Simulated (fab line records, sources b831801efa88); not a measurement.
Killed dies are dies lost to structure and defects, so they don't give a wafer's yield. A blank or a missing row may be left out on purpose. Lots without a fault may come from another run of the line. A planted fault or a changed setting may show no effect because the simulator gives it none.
Chamber matching | flow gf180mcu | GF_PASSIVATION_CVD_02 on pecvd-03: 3 sister chambers
The step deposits Si3N4, target thk 700 nm, time 486.18 s. 6 wafers are shown with their chamber, then 7 later ones without.

WAFERS WITH THEIR CHAMBER
wafer  | chamber | heater_power_w (W)
L449.1 | 1       | 585
L456.6 | 1       | 649
L457.4 | 2       | 801
L457.5 | 0       | 713
L458.4 | 2       | 765
L458.5 | 0       | 752

WAFERS WITHOUT THEIR CHAMBER
wafer  | heater_power_w (W)
L458.6 | 699
L463.1 | 720
L463.3 | 718
L463.4 | 769
L465.1 | 616
L465.3 | 775
L465.6 | 643

WHICH CHAMBER EACH WENT THROUGH
wafer  | from the rows above          | in truth
L458.6 | can't be placed: 0 or 1 or 2 | 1
L463.1 | can't be placed: 0 or 2      | 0
L463.3 | can't be placed: 0 or 2      | 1
L463.4 | can't be placed: 2 or 0      | 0
L465.1 | 1                            | 1
L465.3 | can't be placed: 2 or 0      | 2
L465.6 | can't be placed: 1 or 0      | 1
Placed correctly: 1 of 7. Can't be placed from these rows: 6 (the true chamber is among the candidates in 5). Placed wrongly: 0.
How it was worked out, from the rows above alone: a wafer's distance from a chamber is the root of the sum, over the readings, of the square of ((its reading less the chamber's mean) divided by the reading's scatter). The wafer belongs to the nearest chamber; if the next one is less than 2 further off, it can't be placed. A chamber's mean is the mean of its shown wafers. The scatter: the root of (the sum of the squares of (reading less its chamber's mean) over the shown wafers, divided by (wafers less chambers)).
